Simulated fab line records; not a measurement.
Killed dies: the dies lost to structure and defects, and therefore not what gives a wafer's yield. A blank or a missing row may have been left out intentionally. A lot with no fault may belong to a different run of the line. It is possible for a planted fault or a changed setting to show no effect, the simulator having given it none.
A single fault, viewed from 2 desks + flow gf180mcu + each desk has only its own numbers; what lay behind them comes last

== FROM THE METROLOGY DESK ==
Lot by lot, what the gauges showed, no matter which tool ran the lot: averages of those sampled wafers that carry a number. If a lot's mean is further than 4 standard deviations from the usual mean, the lot is out of limits and carries the mark OUT (the distance appears in the brackets).
Columns: A = SALICIDE_TIN_THK at GF_SALICIDE_THK_MEAS_05, usual 19.66 nm; B = CONTACT_CVD_00_THK at GF_CONTACT_THK_MEAS_01, usual 299 nm
| lot  | first seen here | A     | B             |
|------|-----------------|-------|---------------|
| L633 | day 15 10:42    | 20.01 | 297           |
| L635 | day 15 18:15    | 19.77 | 303           |
| L636 | day 16 03:16    | 19.82 | 293           |
| L639 | day 17 10:23    | 19.89 | 297           |
| L641 | day 17 19:47    | 19.72 | 299           |
| L642 | day 18 09:53    | 19.71 | 300           |
| L643 | day 18 18:05    | 19.16 | 299           |
| L647 | day 20 12:53    | 19.89 | 299           |
| L649 | day 21 01:47    | 19.79 | 295           |
| L650 | day 21 07:25    | 19.81 | 306           |
| L655 | day 23 06:02    | 20.09 | 148 (-40) OUT |
| L656 | day 23 07:48    | 19.77 | 149 (-40) OUT |
Finding of this desk: L655, L656 out of limits, first seen on L655 at day 23 06:26 (CONTACT_CVD_00_THK at GF_CONTACT_THK_MEAS_01). L633, L635, L636, L639, L641, L642, L643, L647, L649, L650 stayed within limits.

== THE TOOL OWNER'S DESK: hdpcvd-01 ==
The tool's own readings at GF_CONTACT_CVD_00 (deposits SiO2, target thk 300 nm, time 50 s): means of the sampled wafers that have a number, for each lot that ran on this tool. If a lot's mean is further than 4 standard deviations from the usual mean, the lot is out of limits and carries the mark OUT (the distance appears in the brackets).
Columns: A = sih4_flow_sccm at GF_CONTACT_CVD_00, usual 59.97 sccm; B = susceptor_temp_C at GF_CONTACT_CVD_00, usual 399.99 C
| lot  | first seen here | A                       | B      |
|------|-----------------|-------------------------|--------|
| L633 | day 15 11:02    | 59.94                   | 399.91 |
| L636 | day 16 03:37    | 60.12                   | 399.81 |
| L639 | day 17 10:44    | 60.06                   | 399.95 |
| L642 | day 18 10:14    | 59.85                   | 399.75 |
| L643 | day 18 18:32    | 59.93                   | 400.23 |
| L649 | day 21 02:08    | 59.73                   | 400.04 |
| L655 | day 23 06:23    | 29.88 (-99 or more) OUT | 399.86 |
| L656 | day 23 08:08    | 29.97 (-99 or more) OUT | 400.01 |
This desk finds L655, L656 out of limits, L655 being first, at day 23 06:23 (sih4_flow_sccm at GF_CONTACT_CVD_00). L633, L636, L639, L642, L643, L649 stayed within limits.

== PUT TOGETHER ==
At day 23 06:23, on L655, L656, the tool owner's desk was in a position to raise an alarm.
L655, L656 would have let the metrology desk raise an alarm at day 23 06:26.
Every lot named ran GF_CONTACT_CVD_00 on hdpcvd-01.

== WHAT WAS PUT IN BY THE SIMULATOR ==
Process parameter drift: hdpcvd-01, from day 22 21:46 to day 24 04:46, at GF_CONTACT_CVD_00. From 60, the setting sih4_flow_sccm moved by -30. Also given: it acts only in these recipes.
Lots struck among those shown: L655, L656.
Fault start to first reading out of limits, in hours, per desk: tool owner, 9; metrology, 9.
